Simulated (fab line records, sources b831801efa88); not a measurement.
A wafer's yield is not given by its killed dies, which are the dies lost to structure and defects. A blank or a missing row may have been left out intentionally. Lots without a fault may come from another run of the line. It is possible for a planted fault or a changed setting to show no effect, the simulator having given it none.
Comparing a struck lot with a sound one :: flow sky130 :: 26 steps out of a route of 708
Sound: these wafers, L549.1, L549.2, L549.5. Struck: wafers L553.1, L553.2, L553.6. At the end, the cause is stated.
Per side, at each step with rows, come the tool, then ch with its chambers, and then its first start. Under that, the readings that differ: sound wafers :: struck wafers :: difference of the means :: sigmas: that difference in standard deviations of wafers without a fault.
alike: a reading whose means differ by less than 2 such deviations, as well as words and numbers matching on both sides. not compared: withheld readings; readings where some wafer has no value; bounds like >300 that might hide an equal value; numbers whose values overlap and for which the record gives no deviation.
Wherever a step has rows on one side only, a row that says differs or no value, or a row with sigmas, the two part there. Numbers that don't overlap but have no deviation are shown without sigmas and don't part them. A reading missing from all wafers of one side parts the sides only when that side holds two or more wafers.

SKY_LDD_N_STRIP_16: strips in O2/N2.
  sound on plasma asher-02 ch 0,1, day 22 14:11; struck on plasma asher-04 ch 0,1, day 23 21:37
  alike: chamber pressure mTorr, drypump motor current A, oes product au, strip time to endpoint s
  not compared: rf hours counter h
SKY_LDD_N_TW_MEAS_17:
  struck on film metro-03, day 23 21:43; sound on film metro-03, day 22 14:17
  alike: LDD_N_TW
then, 7 steps without rows for these wafers: SKY_LDD_P_DEHYDRATE_00 (time 60 s); SKY_LDD_P_HMDS_01 (prime time 60 s); SKY_LDD_P_COAT_02 (resist thk 1140 nm); SKY_LDD_P_SOFTBAKE_03 (time 60 s); SKY_LDD_P_EXPOSE_04 (exposes mask PSDM, target cd 380 nm); SKY_LDD_P_PEB_05; SKY_LDD_P_DEVELOP_06 (develop time 60 s).
SKY_LDD_P_CD_MEAS_07: target cd 380 nm.
  struck on cd sem-02, day 25 03:35; sound on cd sem-01, day 23 20:41
  alike: cd nm
SKY_LDD_P_OVL_MEAS_08:
  struck on overlay-01, day 25 03:42; sound on overlay-01, day 23 20:48
  alike: LDD_P_OVL
then, 1 step without rows for these wafers: SKY_LDD_P_IMPLANT_09.
SKY_LDD_P_STRIP_10: strips in O2/N2.
  sound on plasma asher-01 ch 0,1, day 23 20:59; struck on plasma asher-04 ch 0,1, day 25 03:53
  no value came back on the struck wafers for chamber pressure mTorr (mTorr), drypump motor current A (A), oes product au (a.u.), strip time to endpoint s (s); on the sound wafers chamber pressure mTorr (mTorr) reads 1499.1 1498.3 1501.8
reading: model.NOVOLAK_of_LDD_P_COAT_02.thk nm (nm)
sound: 0 0 0
struck: 1145 1144 1143
difference: +1144
sigmas: 
  not compared: rf hours counter h
SKY_LDD_P_TW_MEAS_11:
  struck on film metro-02, day 25 03:59; sound on film metro-01, day 23 21:05
  alike: LDD_P_TW
then, 7 steps without rows for these wafers: SKY_LDD_HVN_DEHYDRATE_00 (time 60 s); SKY_LDD_HVN_HMDS_01 (prime time 60 s); SKY_LDD_HVN_COAT_02 (resist thk 300 nm); SKY_LDD_HVN_SOFTBAKE_03 (time 60 s); SKY_LDD_HVN_EXPOSE_04 (exposes mask HVNTM, target cd 700 nm); SKY_LDD_HVN_PEB_05; SKY_LDD_HVN_DEVELOP_06 (develop time 60 s).
SKY_LDD_HVN_OVL_MEAS_07:
  struck on overlay-02, day 26 09:53; sound on overlay-01, day 25 02:26
  alike: LDD_HVN_OVL
then, 1 step without rows for these wafers: SKY_LDD_HVN_IMPLANT_08.
SKY_LDD_HVN_STRIP_09: strips in O2/N2.
  sound on plasma asher-02 ch 0,1, day 25 02:37; struck on plasma asher-03 ch 0,1, day 26 10:05
reading: oes product au (a.u.)
sound: 0.399 0.408 0.400
struck: 0.712 0.719 0.722
difference: +0.315
sigmas: +63

reading: strip time to endpoint s (s)
sound: 4.146 4.140 4.135
struck: 21.819 21.821 21.787
difference: +17.669
sigmas: +99 or more
  alike: chamber pressure mTorr, drypump motor current A
  not compared: rf hours counter h
SKY_LDD_HVN_TW_MEAS_10:
  struck on film metro-04, day 26 10:11; sound on film metro-02, day 25 02:43
reading: LDD_HVN_TW
sound: 1452 1444 1443
struck: 30 30 30
difference: -1416
sigmas: -99 or more
then, 1 step without rows for these wafers: SKY_LDD_HVP_DEHYDRATE_00 (time 60 s).

## WHERE THEY PART
Last at SKY_LDD_HVN_TW_MEAS_10 as far as this record goes, first at SKY_LDD_P_STRIP_10.

WHY: what had been put in by the simulator
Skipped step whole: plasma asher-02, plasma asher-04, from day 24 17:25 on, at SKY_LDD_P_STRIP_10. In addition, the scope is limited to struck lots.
